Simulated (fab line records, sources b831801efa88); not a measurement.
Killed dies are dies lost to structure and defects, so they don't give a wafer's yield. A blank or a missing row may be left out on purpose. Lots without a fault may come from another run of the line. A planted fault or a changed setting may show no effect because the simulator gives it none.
A struck lot beside a sound one | flow sky130 | 15 steps out of a route of 708
Sound: wafers L586.2, L586.5, L586.6. Struck: wafers L591.1, L591.3, L591.5. The cause comes at the end.
At each step with rows: each side's tool, then ch and its chambers, then its first start. Under that, the readings that differ: sound wafers | struck wafers | difference of the means | sigmas: that difference in standard deviations of wafers without a fault.
alike: readings whose means differ by less than 2 such deviations, and words and numbers that are the same on both sides. not compared: withheld readings, readings that some wafer has no value for, bounds like >300 that may hide the same value, and numbers for which the record gives no deviation and whose values overlap.
The two part at a step that has a row with sigmas, a row that says differs or no value, or rows on one side only. Numbers that don't overlap but have no deviation are shown without sigmas and don't part them. A reading that every wafer of one side lacks parts them only if that side has two wafers or more.

SKY_CAP2M_THK_MEAS_01:
  sound on film_metro-03, day 40 20:05; struck on film_metro-01, day 42 08:11
  alike: CAP2M_CVD_00_THK
SKY_CAP2M_SPUTTER_02: material TiN, target thk 200 nm, time 166.7 s.
  sound on pvd_sputter-01, day 40 20:08; struck on pvd_sputter-03, day 42 08:15
  alike: cathode_dc_power_W, throttle_valve_pct
SKY_CAP2M_RS_MEAS_03: measures by four-point-probe.
  sound on film_metro-03, day 40 20:16; struck on film_metro-02, day 42 08:22
  reading               | sound          | struck         | difference | sigmas
  CAP2M_TIN_RS (ohm/sq) | 6.98 7.01 6.97 | 6.81 6.84 6.80 | -0.17      | -2
SKY_CAP2M_THK_MEAS_04: measures by xrf.
  sound on film_metro-03, day 40 20:22; struck on film_metro-02, day 42 08:29
  alike: CAP2M_TIN_THK
then, 7 steps without rows for these wafers: SKY_CAP2M_DEHYDRATE_05 (time 60 s); SKY_CAP2M_HMDS_06 (prime time 60 s); SKY_CAP2M_COAT_07 (resist thk 1140 nm); SKY_CAP2M_SOFTBAKE_08 (time 60 s); SKY_CAP2M_EXPOSE_09 (exposes mask CAP2M, target cd 1000 nm); SKY_CAP2M_PEB_10; SKY_CAP2M_DEVELOP_11 (develop time 60 s).
SKY_CAP2M_OVL_MEAS_12:
  sound on overlay-01, day 41 20:05; struck on overlay-02, day 43 07:48
  reading        | sound       | struck         | difference | sigmas
  CAP2M_OVL (nm) | 2.5 2.0 2.9 | -1.0 -0.4 -1.0 | -3.3       | -2
SKY_CAP2M_METAL_ETCH_13: etches TiN in Cl2/BCl3, stops on SiO2, target depth 220 nm, time 62.9 s.
  sound on rie_metal-01 ch 0,1, day 41 20:07; struck on rie_metal-01 ch 0,1, day 43 07:50
  reading                                    | sound                | struck               | difference | sigmas
  oes_product_au (a.u.)                      | 0.933 0.935 0.939    | 0.984 0.974 0.976    | +0.042     | +6
  run_length_s (s)                           | 91.4 90.7 91.1       | 89.5 88.3 88.4       | -2.3       | -3
  throttle_valve_pct (%)                     | 21.903 21.905 21.914 | 21.869 21.891 21.865 | -0.032     | -3
  model.NOVOLAK_of_CAP2M_COAT_07.thk_nm (nm) | 992.8 997.1 992      | 1002 1005 1003       | +9         |
  alike: chamber_pressure_mTorr, drypump_motor_current_A
  not compared: rf_hours_counter_h
SKY_CAP2M_STRIP_14: strips in O2/N2.
  sound on plasma_asher-02 ch 0,1, day 41 20:11; struck on plasma_asher-02 ch 1, day 43 07:55
  reading                      | sound             | struck            | difference | sigmas
  strip_time_to_endpoint_s (s) | 12.65 12.70 12.64 | 12.76 12.79 12.77 | +0.11      | +3
  alike: chamber_pressure_mTorr, drypump_motor_current_A, n2_flow_sccm, oes_product_au
  not compared: rf_hours_counter_h
-- the record jumps here: 5 days lie between the struck wafers' starts before and after (it left off in module CAP2M and takes up again in module PAD_OPEN, whose first step shown is number 708 of the route) --
SKY_PAD_OPEN_PROBE_99:
  the record has rows for the struck wafers here (prober-01, day 48 04:09) and none for the sound ones

WHERE THEY PART
First at SKY_CAP2M_RS_MEAS_03; last, within this record, at SKY_PAD_OPEN_PROBE_99.

WHY: what the simulator had put in
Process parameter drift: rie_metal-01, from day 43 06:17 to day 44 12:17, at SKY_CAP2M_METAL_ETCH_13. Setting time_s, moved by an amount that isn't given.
